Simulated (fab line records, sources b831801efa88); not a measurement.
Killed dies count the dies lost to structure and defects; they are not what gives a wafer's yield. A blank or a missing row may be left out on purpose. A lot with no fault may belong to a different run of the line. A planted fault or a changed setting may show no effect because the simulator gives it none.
Comparing a struck lot with a sound one    flow sky130    22 steps out of a route of 708
Sound: the wafers L831.1, L831.2, L831.3. Wafers struck: L841.2, L841.3, L841.5. The cause is given at the end.
Each step with rows lists, per side, the tool, then ch with its chambers, then its first start. Under that, the readings that differ: sound wafers    struck wafers    difference of the means    sigmas: that difference in standard deviations of wafers without a fault.
alike: readings with means less than 2 such deviations apart, plus words and numbers identical on both sides. not compared: withheld readings, readings lacking a value on some wafer, bounds such as >300 that could conceal the same value, and numbers that have no deviation in the record and whose values overlap.
Wherever a step has rows on one side only, a row that says differs or no value, or a row with sigmas, the two part there. When numbers do not overlap yet have no deviation, they are printed without sigmas and do not part them. A reading that every wafer of one side lacks parts them only if that side has two wafers or more.

first, 4 steps without rows for these wafers: SKY_VT_ADJUST_NCORE_SOFTBAKE_03 (time 60 s); SKY_VT_ADJUST_NCORE_EXPOSE_04 (exposes mask LVTN COMPLEMENT THIN, target cd 380 nm); SKY_VT_ADJUST_NCORE_PEB_05; SKY_VT_ADJUST_NCORE_DEVELOP_06 (develop time 60 s).
SKY_VT_ADJUST_NCORE_CD_MEAS_07 targets a cd of 380 nm.
  struck on cd sem-01, day 11 16:25; sound on cd sem-02, day 8 13:29
  alike: cd nm
SKY_VT_ADJUST_NCORE_OVL_MEAS_08:
  struck on overlay-01, day 11 16:31; sound on overlay-01, day 8 13:36
reading                   sound           struck       difference  sigmas
VT_ADJUST_NCORE_OVL (nm)  -1.7 -2.3 -1.5  2.5 0.9 1.8  +3.6        +3
then, 1 step without rows for these wafers: SKY_VT_ADJUST_NCORE_IMPLANT_09.
SKY_VT_ADJUST_NCORE_STRIP_10: strips in O2/N2.
  sound on plasma asher-01 ch 0,1, day 8 13:47; struck on plasma asher-04 ch 0,1, day 11 16:42
reading                       sound              struck             difference  sigmas
drypump motor current A (A)   6.0 6.5 6.5        5.5 5.8 5.8        -0.6        -2
strip time to endpoint s (s)  14.11 14.06 14.05  14.19 14.13 14.16  +0.09       +2
  alike: oes product au
  not compared: rf hours counter h
SKY_VT_ADJUST_NCORE_TW_MEAS_11:
  struck on film metro-02, day 11 16:49; sound on film metro-03, day 8 13:53
  alike: VT_ADJUST_NCORE_TW
then, 3 steps without rows for these wafers: SKY_VT_ADJUST_HVTR_DEHYDRATE_00 (time 58.81 s); SKY_VT_ADJUST_HVTR_HMDS_01 (prime time 60 s); SKY_VT_ADJUST_HVTR_COAT_02 (resist thk 1140 nm).
SKY_VT_ADJUST_HVTR_SOFTBAKE_03: time 60 s.
  sound on litho track-03 ch 0, day 9 00:23; struck on litho track-03 ch 0, day 12 04:58
reading                   sound              struck             difference  sigmas
heater power total W (W)  56.50 56.65 56.65  52.23 52.18 52.15  -4.41       -99 or more
plate temp C (C)          89.89 90.07 90.03  85.04 85.01 84.97  -4.99       -38
then, 2 steps without rows for these wafers: SKY_VT_ADJUST_HVTR_EXPOSE_04 (exposes mask HVTRM, target cd 380 nm); SKY_VT_ADJUST_HVTR_PEB_05.
SKY_VT_ADJUST_HVTR_DEVELOP_06: develop time 57.37 s.
  sound on litho track-02 ch 0, day 9 10:56; struck on litho track-03 ch 0, day 12 16:31
reading                                              sound           struck          difference  sigmas
model.NOVOLAK_of_VT_ADJUST_HVTR_COAT_02.thk nm (nm)  1141 1144 1141  1158 1158 1156  +15         
  alike: developer temp C
SKY_VT_ADJUST_HVTR_CD_MEAS_07 targets a cd of 380 nm.
  struck on cd sem-01, day 12 16:40; sound on cd sem-02, day 9 11:05
  alike: cd nm
SKY_VT_ADJUST_HVTR_OVL_MEAS_08:
  struck on overlay-01, day 12 16:46; sound on overlay-01, day 9 11:12
  alike: VT_ADJUST_HVTR_OVL
then, 1 step without rows for these wafers: SKY_VT_ADJUST_HVTR_IMPLANT_09.
SKY_VT_ADJUST_HVTR_STRIP_10: strips in O2/N2.
  sound on plasma asher-02 ch 0,1, day 9 11:23; struck on plasma asher-03 ch 0,1, day 12 16:57
reading                       sound              struck             difference  sigmas
strip time to endpoint s (s)  14.19 14.23 14.20  14.37 14.35 14.35  +0.15       +4
  alike: drypump motor current A, oes product au
  not compared: rf hours counter h
SKY_VT_ADJUST_HVTR_TW_MEAS_11:
  struck on film metro-04, day 12 17:04; sound on film metro-01, day 9 11:29
reading            sound              struck             difference  sigmas
VT_ADJUST_HVTR_TW  213.0 212.2 211.6  216.7 218.2 216.3  +4.8        +2
SKY_PAD_OPEN_PROBE_99:
  the record holds rows for the sound wafers here (prober-02, day 45 17:28) but none for the struck ones

== WHERE THEY PART ==
At SKY_VT_ADJUST_NCORE_OVL_MEAS_08 first; at SKY_PAD_OPEN_PROBE_99 last (within this record only).

WHY: the cause the simulator had injected
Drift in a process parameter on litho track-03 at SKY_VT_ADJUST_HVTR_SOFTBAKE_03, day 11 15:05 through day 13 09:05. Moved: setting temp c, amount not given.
